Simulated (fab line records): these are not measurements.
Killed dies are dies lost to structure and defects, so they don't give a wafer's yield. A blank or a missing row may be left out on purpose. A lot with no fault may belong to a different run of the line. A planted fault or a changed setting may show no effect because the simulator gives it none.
Chamber matching -- flow sky130 -- SKY_VIA1_CMP_24 on cmp-02: 4 sister chambers
The step polishes, stops on SiO2, t overpolish 15 s, target thk 0 nm. 8 wafers are shown with their chamber, then 11 later ones without.

== WAFERS, EACH WITH ITS CHAMBER ==
wafer,chamber,motor current A (A),time to endpoint s (s)
L079.6,2,11.3,66
L082.5,0,11.0,62
L085.3,3,9.9,62
L085.4,0,10.9,64
L091.2,3,10.7,64
L091.3,1,10.8,63
L091.6,1,11.0,66
L091.1,2,11.1,64

== WAFERS WHOSE CHAMBER IS MISSING ==
wafer,motor current A (A),time to endpoint s (s)
L091.4,11.3,62
L091.5,10.6,64
L093.1,10.5,60
L093.2,10.9,60
L093.6,10.5,61
L095.1,10.8,63
L095.3,10.7,63
L095.6,10.4,65
L097.2,10.3,64
L097.5,11.2,67
L097.6,10.9,61

== WHICH CHAMBER EACH ONE RAN IN ==
wafer,from the rows above,in truth
L091.4,can't be placed: 0 or 2 or 1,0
L091.5,can't be placed: 1 or 3 or 0 or 2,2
L093.1,can't be placed: 3 or 0 or 1 or 2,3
L093.2,can't be placed: 0 or 3 or 1 or 2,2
L093.6,can't be placed: 3 or 0 or 1 or 2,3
L095.1,can't be placed: 0 or 1 or 3 or 2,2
L095.3,can't be placed: 0 or 1 or 3 or 2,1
L095.6,can't be placed: 3 or 1 or 0 or 2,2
L097.2,can't be placed: 3 or 1 or 0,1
L097.5,can't be placed: 2 or 1 or 0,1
L097.6,can't be placed: 0 or 1 or 3 or 2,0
0 of 11 placed correctly. These rows do not allow placing 11 (true chamber among the candidates in 11). Wrongly placed: 0.
How it was worked out, from the rows above alone: a wafer's distance from a chamber is the root of the sum, over the readings, of the square of ((its reading less the chamber's mean) divided by the reading's scatter). If the next closest chamber is less than 2 further off than the closest, the wafer can't be placed; otherwise it belongs to the closest. For every chamber, the mean is computed from those of its wafers that are shown. The scatter is the square root of a quotient: the sum, over the shown wafers, of each reading's squared deviation from its chamber's mean, divided by wafers minus chambers.
